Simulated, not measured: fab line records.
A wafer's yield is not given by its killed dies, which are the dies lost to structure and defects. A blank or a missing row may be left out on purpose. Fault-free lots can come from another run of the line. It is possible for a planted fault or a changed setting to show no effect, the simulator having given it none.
The tool behind it: which one? + flow sfq_line + 14 lots, 42 wafers sampled, at 2 steps of a route of 325

## WHAT EACH GAUGE READ, for each wafer
The record holds no reading of a measuring or inspecting step that can be judged against a usual standard deviation.

## EACH LOT AND THE TOOL THAT RAN IT (in order: tool; ch and the chambers of the sampled wafers; start)
| lot  | SFQ_TRILAYER_JJ_TRILAYER_DEP_SPUTTER_109 | SFQ_TRILAYER_M5_ETCH_METAL_ETCH_126 |
|------|------------------------------------------|-------------------------------------|
| L288 | pvd_sputter-06, day 34 23:43             | rie_metal-04 ch 1, day 47 05:59     |
| L290 | pvd_sputter-06, day 40 20:14             | rie_metal-02 ch 0,1, day 52 15:16   |
| L291 | pvd_sputter-03, day 40 22:38             | rie_metal-03 ch 1, day 52 17:39     |
| L292 | pvd_sputter-04, day 41 10:38             | rie_metal-02 ch 0,1, day 53 05:35   |
| L293 | pvd_sputter-06, day 41 20:14             | rie_metal-04 ch 0,1, day 53 13:59   |
| L294 | pvd_sputter-04, day 42 11:45             | rie_metal-03 ch 0,1, day 54 06:47   |
| L296 | pvd_sputter-04, day 43 16:33             | rie_metal-02 ch 0,1, day 55 02:26   |
| L297 | pvd_sputter-04, day 44 12:53             | rie_metal-03 ch 0,1, day 56 04:50   |
| L298 | pvd_sputter-03, day 44 15:17             | rie_metal-04 ch 0,1, day 56 07:18   |
| L299 | pvd_sputter-03, day 45 04:29             | rie_metal-02 ch 0, day 56 19:26     |
| L303 | pvd_sputter-06, day 46 08:12             | rie_metal-03 ch 1, day 57 18:17     |
| L306 | pvd_sputter-04, day 47 02:31             | rie_metal-03 ch 0,1, day 58 07:59   |
| L307 | pvd_sputter-04, day 47 09:43             | rie_metal-02 ch 0,1, day 58 16:23   |
| L309 | pvd_sputter-06, day 48 04:23             | rie_metal-04 ch 0,1, day 59 01:59   |
- SFQ_TRILAYER_JJ_TRILAYER_DEP_SPUTTER_109: material Nb, target thk 150 nm, time 100 s.
- SFQ_TRILAYER_M5_ETCH_METAL_ETCH_126: etches Nb in Cl2/BCl3, stops on SiO2, time 203.2 s, target depth 265 nm.

## WHAT THE TOOLS THEMSELVES READ (means of the sampled wafers that have a number; where no wafer has one, the mark that the record gives instead)
SFQ_TRILAYER_JJ_TRILAYER_DEP_SPUTTER_109.
| lot  | tool           | base_pressure_pa (Pa) | chamber_pressure_pa (Pa) | throttle_valve_pct (%) |
|------|----------------|-----------------------|--------------------------|------------------------|
| L288 | pvd_sputter-06 | 1.30e-06              | 0.13319                  | 29.5                   |
| L290 | pvd_sputter-06 | 1.37e-06              | 0.13339                  | 28.6                   |
| L291 | pvd_sputter-03 | 1.36e-06              | 0.13347                  | 29.8                   |
| L292 | pvd_sputter-04 | 1.34e-06              | 0.13325                  | 30.9                   |
| L293 | pvd_sputter-06 | 1.41e-06              | 0.13344                  | 30.0                   |
| L294 | pvd_sputter-04 | 1.28e-06              | 0.13328                  | 30.0                   |
| L296 | pvd_sputter-04 | 1.33e-06              | 0.13333                  | 30.0                   |
| L297 | pvd_sputter-04 | 1.37e-06              | 0.13346                  | 29.8                   |
| L298 | pvd_sputter-03 | 1.39e-06              | 0.13361                  | 29.7                   |
| L299 | pvd_sputter-03 | 1.33e-06              | 0.13328                  | 30.4                   |
| L303 | pvd_sputter-06 | 1.29e-06              | 0.13344                  | 29.0                   |
| L306 | pvd_sputter-04 | 1.29e-06              | 0.13308                  | 30.8                   |
| L307 | pvd_sputter-04 | 1.36e-06              | 0.13322                  | 30.7                   |
| L309 | pvd_sputter-06 | 1.29e-06              | 0.13337                  | 29.8                   |

SFQ_TRILAYER_M5_ETCH_METAL_ETCH_126.
| lot  | tool         | bias_w (W) | drypump_motor_current_A (A) | oes_product_au (a.u.) | rf_fwd_power_W (W) |
|------|--------------|------------|-----------------------------|-----------------------|--------------------|
| L288 | rie_metal-04 | 80.15      | 5.44                        | 0.733                 | 599.9              |
| L290 | rie_metal-02 | 80.20      | 5.27                        | 0.726                 | 597.7              |
| L291 | rie_metal-03 | 80.00      | 5.74                        | 0.724                 | 600.2              |
| L292 | rie_metal-02 | 79.77      | 5.28                        | 0.733                 | 596.1              |
| L293 | rie_metal-04 | 80.21      | 5.33                        | 0.730                 | 598.0              |
| L294 | rie_metal-03 | 80.04      | 5.43                        | 0.733                 | 598.8              |
| L296 | rie_metal-02 | 79.87      | 5.28                        | 0.732                 | 596.2              |
| L297 | rie_metal-03 | 80.10      | 5.42                        | 0.727                 | 598.8              |
| L298 | rie_metal-04 | 80.04      | 5.17                        | 0.720                 | 598.7              |
| L299 | rie_metal-02 | 79.86      | 5.30                        | 0.726                 | 596.8              |
| L303 | rie_metal-03 | 80.42      | 5.73                        | 0.736                 | 598.9              |
| L306 | rie_metal-03 | 79.72      | 5.08                        | 0.705                 | 599.4              |
| L307 | rie_metal-02 | 80.17      | 5.29                        | 0.707                 | 596.0              |
| L309 | rie_metal-04 | 79.85      | 5.31                        | 0.726                 | 600.0              |

## THE ANSWER, worked out from the rows above alone
Rule: usual is defined by the lots themselves. The widest of any qualifying gaps counts: lots, ordered by their means at a reading, are off when they make up no more than a third of the lots, leave a main group of 4 or more, and stand apart from it by 3 or more times the standard deviation of that group's means. If all means in a main group match to the digits the tables above print for the reading, that group is not used. Also off: a lot with no number at a reading for which 4 or more lots have one. All remaining lots with rows at the step are treated as sound. Order of review: gauges by route order, followed by the tools' own readings, for which a lot's mean as printed above is used. At the first step where some lot is off, the reading lying furthest off is the one used; lots without a number count as furthest.
None of the lots is off at any reading shown; this tells nothing.

## WHAT WAS PUT IN BY THE SIMULATOR
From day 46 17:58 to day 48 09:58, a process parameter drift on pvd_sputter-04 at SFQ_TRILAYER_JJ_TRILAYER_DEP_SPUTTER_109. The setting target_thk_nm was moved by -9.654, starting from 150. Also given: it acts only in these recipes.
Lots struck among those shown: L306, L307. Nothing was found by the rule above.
